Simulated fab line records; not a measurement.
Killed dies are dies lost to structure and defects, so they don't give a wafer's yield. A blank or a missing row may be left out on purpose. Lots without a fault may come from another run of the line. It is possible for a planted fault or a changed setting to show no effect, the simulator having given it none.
Which tool was responsible? | flow sfq-line | route of 325 steps, sampled at 1 step: 15 lots, 45 wafers

== WHAT THE GAUGES READ, wafer by wafer ==
The record holds no reading of a measuring or inspecting step that can be judged against a usual standard deviation.

== EACH LOT AND THE TOOL THAT RAN IT (in order: tool; ch and the chambers of the sampled wafers; start) ==
lot  | SFQ_TRILAYER_M6_LITHO_DEVELOP_161
L683 | litho-track-04 ch 0, day 74 05:05
L684 | litho-track-04 ch 0, day 74 08:41
L685 | litho-track-04 ch 0, day 78 20:25
L686 | litho-track-04 ch 0, day 78 22:22
L687 | litho-track-03 ch 0, day 78 23:34
L689 | litho-track-01 ch 0, day 79 05:35
L690 | litho-track-04 ch 0, day 79 09:13
L691 | litho-track-03 ch 0, day 79 10:23
L692 | litho-track-03 ch 0, day 79 12:46
L694 | litho-track-04 ch 0, day 79 17:34
L695 | litho-track-04 ch 0, day 79 21:20
L696 | litho-track-03 ch 0, day 79 23:46
L704 | litho-track-03, day 85 22:58
L705 | litho-track-01, day 86 01:19
L706 | litho-track-01, day 86 03:43
- SFQ_TRILAYER_M6_LITHO_DEVELOP_161: time 60 s.

== AS READ BY THE TOOLS THEMSELVES (means over the sampled wafers that have a number; for cases with no such wafer, the mark the record gives instead) ==
SFQ_TRILAYER_M6_LITHO_DEVELOP_161. Usual: chill-plate-temp-C 23.02 C, standard deviation 0.12; exhaust-pa 45.1 Pa, standard deviation 0.93.
lot  | tool           | chill-plate-temp-C (C) | exhaust-pa (Pa) | flag
L683 | litho-track-04 | 23.13                  | 45.5            |
L684 | litho-track-04 | 23.08                  | 44.6            |
L685 | litho-track-04 | 22.94                  | 45.5            |
L686 | litho-track-04 | 22.94                  | 46.5            |
L687 | litho-track-03 | 22.87                  | 43.8            |
L689 | litho-track-01 | 23.08                  | 44.9            |
L690 | litho-track-04 | 23.00                  | 45.0            |
L691 | litho-track-03 | 23.02                  | 46.1            |
L692 | litho-track-03 | 23.25                  | 44.8            |
L694 | litho-track-04 | 23.15                  | 45.3            |
L695 | litho-track-04 | 23.06                  | 44.9            |
L696 | litho-track-03 | 23.18                  | 44.2            |
L704 | litho-track-03 | -                      | -               | OFF
L705 | litho-track-01 | -                      | -               | OFF
L706 | litho-track-01 | -                      | -               | OFF

== THE ANSWER, worked out from the rows above alone ==
Rule: a lot counts as off when the mean over its wafers that have a number is more than 3 standard deviations away from the usual mean. Also off: a lot with no number at a reading for which 4 or more lots have one. All remaining lots with rows at the step are treated as sound. The gauges are gone through in route order, then the tools' own readings, and for those a lot's mean is taken as printed above. The first step at which some lot is off is used, and at that step the reading that is off furthest; a lot without a number counts as furthest.
Off, at SFQ_TRILAYER_M6_LITHO_DEVELOP_161 on chill-plate-temp-C: L704, L705, L706. Without a number there: L704, L705, L706.
A tool fits if, at that step or a process step before it, it ran every lot that is off, and no sound lot after the first of them. No candidate that was tried fits.

== WHAT WAS PUT IN BY THE SIMULATOR ==
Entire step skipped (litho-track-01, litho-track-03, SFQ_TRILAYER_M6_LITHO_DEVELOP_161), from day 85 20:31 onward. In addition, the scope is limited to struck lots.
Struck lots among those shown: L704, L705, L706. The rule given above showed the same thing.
